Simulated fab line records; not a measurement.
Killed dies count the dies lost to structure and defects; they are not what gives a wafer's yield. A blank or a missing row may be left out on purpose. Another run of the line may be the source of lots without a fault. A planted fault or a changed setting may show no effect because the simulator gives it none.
Which tool did it? / flow sky130 / 72 wafers from 24 lots sampled at 4 of the route's 708 steps

WHAT THE GAUGES READ, wafer by wafer
SKY_LOCAL_INTERCONNECT_RS_MEAS_01: the measuring method here is four-point-probe.
lot=L074; measured=day 30 01:32; on=film-metro-04; LOCAL_INTERCONNECT_TIN_RS (ohm/sq)=13.94 14.04 13.85
lot=L076; measured=day 30 09:19; on=film-metro-02; LOCAL_INTERCONNECT_TIN_RS (ohm/sq)=14.12 14.25 14.30
lot=L075; measured=day 30 10:10; on=film-metro-04; LOCAL_INTERCONNECT_TIN_RS (ohm/sq)=14.21 14.28 14.27
lot=L077; measured=day 30 22:18; on=film-metro-02; LOCAL_INTERCONNECT_TIN_RS (ohm/sq)=13.99 14.20 14.19
lot=L078; measured=day 31 04:26; on=film-metro-01; LOCAL_INTERCONNECT_TIN_RS (ohm/sq)=14.03 14.01 14.10
lot=L079; measured=day 31 08:29; on=film-metro-02; LOCAL_INTERCONNECT_TIN_RS (ohm/sq)=14.21 14.09 14.10
lot=L080; measured=day 31 15:28; on=film-metro-01; LOCAL_INTERCONNECT_TIN_RS (ohm/sq)=14.25 14.22 14.13
lot=L081; measured=day 31 19:59; on=film-metro-02; LOCAL_INTERCONNECT_TIN_RS (ohm/sq)=14.39 14.31 14.33
lot=L082; measured=day 32 09:56; on=film-metro-02; LOCAL_INTERCONNECT_TIN_RS (ohm/sq)=14.20 14.12 14.21
lot=L083; measured=day 32 13:26; on=film-metro-04; LOCAL_INTERCONNECT_TIN_RS (ohm/sq)=14.08 14.09 14.23
lot=L084; measured=day 32 22:12; on=film-metro-04; LOCAL_INTERCONNECT_TIN_RS (ohm/sq)=14.29 14.28 14.12
lot=L085; measured=day 33 06:22; on=film-metro-01; LOCAL_INTERCONNECT_TIN_RS (ohm/sq)=14.02 14.02 13.94
lot=L086; measured=day 33 12:29; on=film-metro-04; LOCAL_INTERCONNECT_TIN_RS (ohm/sq)=13.95 14.01 14.15
lot=L087; measured=day 34 02:06; on=film-metro-04; LOCAL_INTERCONNECT_TIN_RS (ohm/sq)=14.06 14.09 14.11
lot=L088; measured=day 34 02:52; on=film-metro-04; LOCAL_INTERCONNECT_TIN_RS (ohm/sq)=14.10 14.22 14.16
lot=L089; measured=day 34 10:47; on=film-metro-01; LOCAL_INTERCONNECT_TIN_RS (ohm/sq)=14.16 13.99 13.97
lot=L090; measured=day 34 13:19; on=film-metro-01; LOCAL_INTERCONNECT_TIN_RS (ohm/sq)=14.17 14.08 13.95
lot=L091; measured=day 34 18:12; on=film-metro-01; LOCAL_INTERCONNECT_TIN_RS (ohm/sq)=14.33 14.29 14.27
lot=L092; measured=day 35 00:37; on=film-metro-01; LOCAL_INTERCONNECT_TIN_RS (ohm/sq)=14.23 14.11 14.11
lot=L093; measured=day 35 13:05; on=film-metro-02; LOCAL_INTERCONNECT_TIN_RS (ohm/sq)=14.41 14.38 14.54
lot=L094; measured=day 35 17:37; on=film-metro-02; LOCAL_INTERCONNECT_TIN_RS (ohm/sq)=13.96 13.94 14.02
lot=L095; measured=day 36 02:33; on=film-metro-04; LOCAL_INTERCONNECT_TIN_RS (ohm/sq)=14.43 14.43 14.37
lot=L096; measured=day 36 12:20; on=film-metro-02; LOCAL_INTERCONNECT_TIN_RS (ohm/sq)=14.02 14.18 14.12
lot=L097; measured=day 36 19:36; on=film-metro-04; LOCAL_INTERCONNECT_TIN_RS (ohm/sq)=14.29 14.17 14.19

SKY_LOCAL_INTERCONNECT_OVL_MEAS_12.
lot=L074; measured=day 31 05:58; on=overlay-01; LOCAL_INTERCONNECT_OVL (nm)=-8 4 7
lot=L076; measured=day 31 13:29; on=overlay-02; LOCAL_INTERCONNECT_OVL (nm)=6 -7 -2
lot=L075; measured=day 31 14:17; on=overlay-02; LOCAL_INTERCONNECT_OVL (nm)=-1 -7 -1
lot=L077; measured=day 32 02:12; on=overlay-01; LOCAL_INTERCONNECT_OVL (nm)=-3 -9 2
lot=L078; measured=day 32 07:45; on=overlay-01; LOCAL_INTERCONNECT_OVL (nm)=1 3 -5
lot=L079; measured=day 32 12:30; on=overlay-01; LOCAL_INTERCONNECT_OVL (nm)=-2 -5 -5
lot=L080; measured=day 32 19:00; on=overlay-01; LOCAL_INTERCONNECT_OVL (nm)=-2 0 -7
lot=L081; measured=day 33 00:20; on=overlay-02; LOCAL_INTERCONNECT_OVL (nm)=-3 -10 -9
lot=L082; measured=day 33 13:09; on=overlay-02; LOCAL_INTERCONNECT_OVL (nm)=-8 -14 -6
lot=L083; measured=day 33 16:39; on=overlay-02; LOCAL_INTERCONNECT_OVL (nm)=6 5 17
lot=L084; measured=day 34 01:28; on=overlay-01; LOCAL_INTERCONNECT_OVL (nm)=-9 -7 -10
lot=L085; measured=day 34 09:39; on=overlay-02; LOCAL_INTERCONNECT_OVL (nm)=7 2 6
lot=L086; measured=day 34 14:53; on=overlay-01; LOCAL_INTERCONNECT_OVL (nm)=-3 -1 -2
lot=L087; measured=day 35 04:14; on=overlay-02; LOCAL_INTERCONNECT_OVL (nm)=1 -3 7
lot=L088; measured=day 35 05:10; on=overlay-02; LOCAL_INTERCONNECT_OVL (nm)=-7 -4 -6
lot=L089; measured=day 35 13:50; on=overlay-01; LOCAL_INTERCONNECT_OVL (nm)=5 9 1
lot=L090; measured=day 35 15:41; on=overlay-02; LOCAL_INTERCONNECT_OVL (nm)=-1 -1 4
lot=L091; measured=day 35 20:47; on=overlay-01; LOCAL_INTERCONNECT_OVL (nm)=-5 -3 -1
lot=L092; measured=day 36 03:01; on=overlay-01; LOCAL_INTERCONNECT_OVL (nm)=0 -8 -10
lot=L093; measured=day 36 15:41; on=overlay-02; LOCAL_INTERCONNECT_OVL (nm)=0 -1 4
lot=L094; measured=day 36 20:23; on=overlay-01; LOCAL_INTERCONNECT_OVL (nm)=-4 2 -2
lot=L095; measured=day 37 04:54; on=overlay-02; LOCAL_INTERCONNECT_OVL (nm)=-3 2 2
lot=L096; measured=day 37 13:51; on=overlay-01; LOCAL_INTERCONNECT_OVL (nm)=-13 -8 -6
lot=L097; measured=day 37 21:22; on=overlay-02; LOCAL_INTERCONNECT_OVL (nm)=-2 2 -1

SKY_CONTACT_OVL_MEAS_15.
lot=L074; measured=day 32 10:51; on=overlay-01; CONTACT_OVL (nm)=-2 17 9
lot=L076; measured=day 32 18:47; on=overlay-02; CONTACT_OVL (nm)=-2 11 6
lot=L075; measured=day 32 19:35; on=overlay-01; CONTACT_OVL (nm)=11 -1 11
lot=L077; measured=day 33 07:22; on=overlay-01; CONTACT_OVL (nm)=6 0 7
lot=L078; measured=day 33 12:07; on=overlay-02; CONTACT_OVL (nm)=-16 1 -9
lot=L079; measured=day 33 17:35; on=overlay-02; CONTACT_OVL (nm)=11 -6 5
lot=L080; measured=day 33 22:58; on=overlay-02; CONTACT_OVL (nm)=-3 1 -6
lot=L081; measured=day 34 05:36; on=overlay-01; CONTACT_OVL (nm)=0 13 0
lot=L082; measured=day 34 17:10; on=overlay-01; CONTACT_OVL (nm)=5 -1 1
lot=L083; measured=day 34 20:49; on=overlay-01; CONTACT_OVL (nm)=-6 -1 -2
lot=L084; measured=day 35 05:06; on=overlay-01; CONTACT_OVL (nm)=8 5 -3
lot=L085; measured=day 35 13:24; on=overlay-02; CONTACT_OVL (nm)=11 5 4
lot=L086; measured=day 35 18:35; on=overlay-01; CONTACT_OVL (nm)=5 8 3
lot=L087; measured=day 36 08:08; on=overlay-01; CONTACT_OVL (nm)=1 -2 -4
lot=L088; measured=day 36 09:07; on=overlay-01; CONTACT_OVL (nm)=9 13 15
lot=L089; measured=day 36 17:40; on=overlay-02; CONTACT_OVL (nm)=-2 0 8
lot=L090; measured=day 36 19:01; on=overlay-01; CONTACT_OVL (nm)=-1 -4 1
lot=L091; measured=day 36 23:55; on=overlay-01; CONTACT_OVL (nm)=-1 -6 -6
lot=L092; measured=day 37 06:43; on=overlay-02; CONTACT_OVL (nm)=-2 1 0
lot=L093; measured=day 37 19:10; on=overlay-02; CONTACT_OVL (nm)=5 -2 12
lot=L094; measured=day 37 23:13; on=overlay-01; CONTACT_OVL (nm)=-8 -13 -8
lot=L095; measured=day 38 08:00; on=overlay-01; CONTACT_OVL (nm)=-6 3 2
lot=L096; measured=day 38 16:29; on=overlay-02; CONTACT_OVL (nm)=7 7 11
lot=L097; measured=day 39 00:06; on=overlay-02; CONTACT_OVL (nm)=-8 -7 2

EACH LOT AND THE TOOL THAT RAN IT (in order: tool; ch and the chambers of the sampled wafers; start)
lot=L074; SKY_LOCAL_INTERCONNECT_SPUTTER_00=pvd-sputter-04, day 30 01:28
lot=L076; SKY_LOCAL_INTERCONNECT_SPUTTER_00=pvd-sputter-01, day 30 09:14
lot=L075; SKY_LOCAL_INTERCONNECT_SPUTTER_00=pvd-sputter-04, day 30 10:03
lot=L077; SKY_LOCAL_INTERCONNECT_SPUTTER_00=pvd-sputter-04, day 30 22:14
lot=L078; SKY_LOCAL_INTERCONNECT_SPUTTER_00=pvd-sputter-04, day 31 04:22
lot=L079; SKY_LOCAL_INTERCONNECT_SPUTTER_00=pvd-sputter-01, day 31 08:23
lot=L080; SKY_LOCAL_INTERCONNECT_SPUTTER_00=pvd-sputter-03, day 31 15:24
lot=L081; SKY_LOCAL_INTERCONNECT_SPUTTER_00=pvd-sputter-03, day 31 19:56
lot=L082; SKY_LOCAL_INTERCONNECT_SPUTTER_00=pvd-sputter-03, day 32 09:51
lot=L083; SKY_LOCAL_INTERCONNECT_SPUTTER_00=pvd-sputter-04, day 32 13:22
lot=L084; SKY_LOCAL_INTERCONNECT_SPUTTER_00=pvd-sputter-04, day 32 22:08
lot=L085; SKY_LOCAL_INTERCONNECT_SPUTTER_00=pvd-sputter-03, day 33 06:18
lot=L086; SKY_LOCAL_INTERCONNECT_SPUTTER_00=pvd-sputter-04, day 33 12:23
lot=L087; SKY_LOCAL_INTERCONNECT_SPUTTER_00=pvd-sputter-01, day 34 02:01
lot=L088; SKY_LOCAL_INTERCONNECT_SPUTTER_00=pvd-sputter-04, day 34 02:49
lot=L089; SKY_LOCAL_INTERCONNECT_SPUTTER_00=pvd-sputter-03, day 34 10:43
lot=L090; SKY_LOCAL_INTERCONNECT_SPUTTER_00=pvd-sputter-04, day 34 13:14
lot=L091; SKY_LOCAL_INTERCONNECT_SPUTTER_00=pvd-sputter-03, day 34 18:08
lot=L092; SKY_LOCAL_INTERCONNECT_SPUTTER_00=pvd-sputter-04, day 35 00:33
lot=L093; SKY_LOCAL_INTERCONNECT_SPUTTER_00=pvd-sputter-01, day 35 13:00
lot=L094; SKY_LOCAL_INTERCONNECT_SPUTTER_00=pvd-sputter-04, day 35 17:32
lot=L095; SKY_LOCAL_INTERCONNECT_SPUTTER_00=pvd-sputter-03, day 36 02:29
lot=L096; SKY_LOCAL_INTERCONNECT_SPUTTER_00=pvd-sputter-01, day 36 12:13
lot=L097; SKY_LOCAL_INTERCONNECT_SPUTTER_00=pvd-sputter-01, day 36 19:32
- SKY_LOCAL_INTERCONNECT_SPUTTER_00: material TiN, target thk 100 nm, time 83.3 s.

WHAT THE TOOLS THEMSELVES READ (means of the sampled wafers that have a number; where no wafer has one, the mark that the record gives instead)
SKY_LOCAL_INTERCONNECT_SPUTTER_00.
lot=L074; tool=pvd-sputter-04; throttle-valve-pct (%)=30.1
lot=L076; tool=pvd-sputter-01; throttle-valve-pct (%)=29.7
lot=L075; tool=pvd-sputter-04; throttle-valve-pct (%)=30.5
lot=L077; tool=pvd-sputter-04; throttle-valve-pct (%)=30.1
lot=L078; tool=pvd-sputter-04; throttle-valve-pct (%)=29.2
lot=L079; tool=pvd-sputter-01; throttle-valve-pct (%)=30.0
lot=L080; tool=pvd-sputter-03; throttle-valve-pct (%)=29.3
lot=L081; tool=pvd-sputter-03; throttle-valve-pct (%)=30.0
lot=L082; tool=pvd-sputter-03; throttle-valve-pct (%)=29.9
lot=L083; tool=pvd-sputter-04; throttle-valve-pct (%)=29.9
lot=L084; tool=pvd-sputter-04; throttle-valve-pct (%)=29.1
lot=L085; tool=pvd-sputter-03; throttle-valve-pct (%)=29.2
lot=L086; tool=pvd-sputter-04; throttle-valve-pct (%)=29.5
lot=L087; tool=pvd-sputter-01; throttle-valve-pct (%)=29.7
lot=L088; tool=pvd-sputter-04; throttle-valve-pct (%)=29.9
lot=L089; tool=pvd-sputter-03; throttle-valve-pct (%)=30.1
lot=L090; tool=pvd-sputter-04; throttle-valve-pct (%)=28.8
lot=L091; tool=pvd-sputter-03; throttle-valve-pct (%)=30.5
lot=L092; tool=pvd-sputter-04; throttle-valve-pct (%)=29.2
lot=L093; tool=pvd-sputter-01; throttle-valve-pct (%)=30.0
lot=L094; tool=pvd-sputter-04; throttle-valve-pct (%)=29.1
lot=L095; tool=pvd-sputter-03; throttle-valve-pct (%)=31.4
lot=L096; tool=pvd-sputter-01; throttle-valve-pct (%)=30.8
lot=L097; tool=pvd-sputter-01; throttle-valve-pct (%)=30.8

THE ANSWER, worked out from the rows above alone
Rule: the usual values come from the lots themselves. The widest of any qualifying gaps counts: lots, ordered by their means at a reading, are off when they make up no more than a third of the lots, leave a main group of 4 or more, and stand apart from it by 3 or more times the standard deviation of that group's means. The tables above print the reading to a certain number of digits; a main group whose means all agree to those digits is not used. A lot without any number at a reading at which 4 lots or more have one is off too. All remaining lots with rows at the step are treated as sound. Order of review: gauges by route order, followed by the tools' own readings, for which a lot's mean as printed above is used. The first step at which some lot is off is used, and at that step the reading that is off furthest; a lot without a number counts as furthest.
No lot is off on any of the readings shown, so nothing can be concluded from this.

WHAT WAS PUT IN BY THE SIMULATOR
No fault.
